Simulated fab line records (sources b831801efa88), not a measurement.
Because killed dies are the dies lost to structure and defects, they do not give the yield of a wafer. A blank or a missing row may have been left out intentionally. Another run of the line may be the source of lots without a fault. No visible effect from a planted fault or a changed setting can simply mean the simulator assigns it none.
Split-lot study + flow gf180mcu + 5 lots, 23 wafers read, on a route of 602 steps

== THE SPLIT ITSELF ==
At GF_TOP_METAL_SPUTTER_02 (material AlCu, target thk 900 nm, time 47.82 s), the setting time-s was moved away from the recipe's 47.82 s on 9 of the 23 wafers read, by -13.3% to +13.9%. For the rest of the wafers, this setting stayed at what the recipe calls for.

== FROM THE SPLIT TO THE READING: what the file shows between them, 3 steps ==
- GF_TOP_METAL_SPUTTER_03: material Ti, target thk 5 nm, time 3.3 s
- GF_TOP_METAL_SPUTTER_04: material TiN, target thk 25 nm, time 20.8 s
- GF_TOP_METAL_RS_MEAS_05: measures by four-point-probe

== THE READING ==
TOP_METAL_ALCU_THK, in nm, at GF_TOP_METAL_THK_MEAS_06 (measures by xrf). On this fab line, fault-free wafers typically give 879 nm with a standard deviation of 8.2 nm.

| wafer  | tool, chamber at the split | time-s as run, s | against the recipe | TOP_METAL_ALCU_THK, nm | against lot-mates on the recipe |
|--------|----------------------------|------------------|--------------------|------------------------|---------------------------------|
| L074.2 | pvd-sputter-01, -          | 43.04            | -10.0%             | 791                    | -92                             |
| L074.3 | pvd-sputter-01, -          | 43.04            | -10.0%             | 792                    | -92                             |
| L074.4 | pvd-sputter-01, -          | 43.04            | -10.0%             | 788                    | -96                             |
| L074.5 | pvd-sputter-01, -          | 47.82            | recipe             | 884                    | -                               |
| L074.6 | pvd-sputter-01, -          | 47.82            | recipe             | 883                    | -                               |
| L076.1 | pvd-sputter-01, -          | 47.82            | recipe             | 891                    | -                               |
| L076.3 | pvd-sputter-01, -          | 47.82            | recipe             | 877                    | -                               |
| L076.6 | pvd-sputter-01, -          | 47.82            | recipe             | 888                    | -                               |
| L077.1 | pvd-sputter-04, -          | 42.09            | -12.0%             | 786                    | -91                             |
| L077.2 | pvd-sputter-04, -          | 47.82            | recipe             | 869                    | -                               |
| L077.4 | pvd-sputter-04, -          | 47.82            | recipe             | 880                    | -                               |
| L077.5 | pvd-sputter-04, -          | 47.82            | recipe             | 883                    | -                               |
| L077.6 | pvd-sputter-04, -          | 42.09            | -12.0%             | 777                    | -100                            |
| L079.2 | pvd-sputter-01, -          | 47.82            | recipe             | 885                    | -                               |
| L079.3 | pvd-sputter-01, -          | 47.82            | recipe             | 875                    | -                               |
| L079.4 | pvd-sputter-01, -          | 47.82            | recipe             | 885                    | -                               |
| L079.5 | pvd-sputter-01, -          | 54.46            | +13.9%             | 1008                   | +126                            |
| L079.6 | pvd-sputter-01, -          | 54.46            | +13.9%             | 996                    | +114                            |
| L083.1 | pvd-sputter-02, -          | 41.44            | -13.3%             | 778                    | -100                            |
| L083.2 | pvd-sputter-02, -          | 47.82            | recipe             | 871                    | -                               |
| L083.3 | pvd-sputter-02, -          | 47.82            | recipe             | 881                    | -                               |
| L083.4 | pvd-sputter-02, -          | 47.82            | recipe             | 883                    | -                               |
| L083.5 | pvd-sputter-02, -          | 41.44            | -13.3%             | 779                    | -99                             |

THE FIT
A straight line over all 23 wafers: TOP_METAL_ALCU_THK changes by +8.45 nm for each +1% of time-s; r = +0.99; the points scatter about the line by 6.8 nm.
The same after taking each lot's own level away (the mean of its wafers on the recipe; 23 wafers): +8.37 nm for each +1%; r = +0.99; scatter 7.3 nm.
That fit puts the effect of the largest move of time-s on the reading at 1.2e+02 nm.
The span of the lots' own levels, 877.3 to 885.3 nm, comes to 1.0 times the standard deviation stated above.
So the lot-to-lot level changes the slope little: the two slopes agree.
Check: with one of the wafers moved furthest among these (+13.9%) left out of the fit, the line predicts +113 nm for it against its lot-mates. Against them it came out at +126 nm.

== OTHER SPLITS APPLIED TO THESE WAFERS ==
These wafers also went through other splits before the reading. Each is held against what the fit with the lots' levels taken away leaves over:
| other split on the same wafers  | wafers away from the commonest value | r with TOP_METAL_ALCU_THK (lot level and that fit taken away) |
|---------------------------------|--------------------------------------|---------------------------------------------------------------|
| GF_M4_SPUTTER_00 time-s         | 10                                   | +0.30                                                         |
| GF_M4_SPUTTER_01 time-s         | 7                                    | -0.05                                                         |
| GF_M4_METAL_ETCH_16 time-s      | 10                                   | -0.14                                                         |
| GF_M4_STRIP_17 pressure-mtorr   | 18                                   | -0.10                                                         |
| GF_V4_PEB_12 peb-temp-c         | 5                                    | +0.13                                                         |
| GF_V4_ETCH_17 bias-w            | 8                                    | -0.09                                                         |
| GF_V5_CMP_04 leave-above-ref-nm | 11                                   | -0.09                                                         |
| GF_V5_ETCH_17 source-w          | 9                                    | +0.13                                                         |
| GF_V5_SPUTTER_21 power-w        | 5                                    | +0.09                                                         |

== THE WHOLE CHAIN: every reading that the file lists as answering this split, in the file's order ==
| step                     | what it does                                   | reading                                                                              | change (the file's fit)              | r (the file's) |
|--------------------------|------------------------------------------------|--------------------------------------------------------------------------------------|--------------------------------------|----------------|
| GF_TOP_METAL_SPUTTER_02  | material AlCu, target thk 900 nm, time 47.82 s | AlCu_of_TOP_METAL_SPUTTER_02.thk-nm (the simulator's own value, which no gauge read) | +8.54 nm for each +1% of the setting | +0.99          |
| GF_TOP_METAL_RS_MEAS_05  | measures by four-point-probe                   | TOP_METAL_ALCU_RS                                                                    | -0.00033 for each +1% of the setting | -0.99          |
| GF_TOP_METAL_THK_MEAS_06 | measures by xrf                                | TOP_METAL_ALCU_THK                                                                   | +8.27 for each +1% of the setting    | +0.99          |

== THE FILE'S OWN FIT ==
TOP_METAL_ALCU_THK changes by +8.27 nm for each +1% of time-s, r = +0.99.
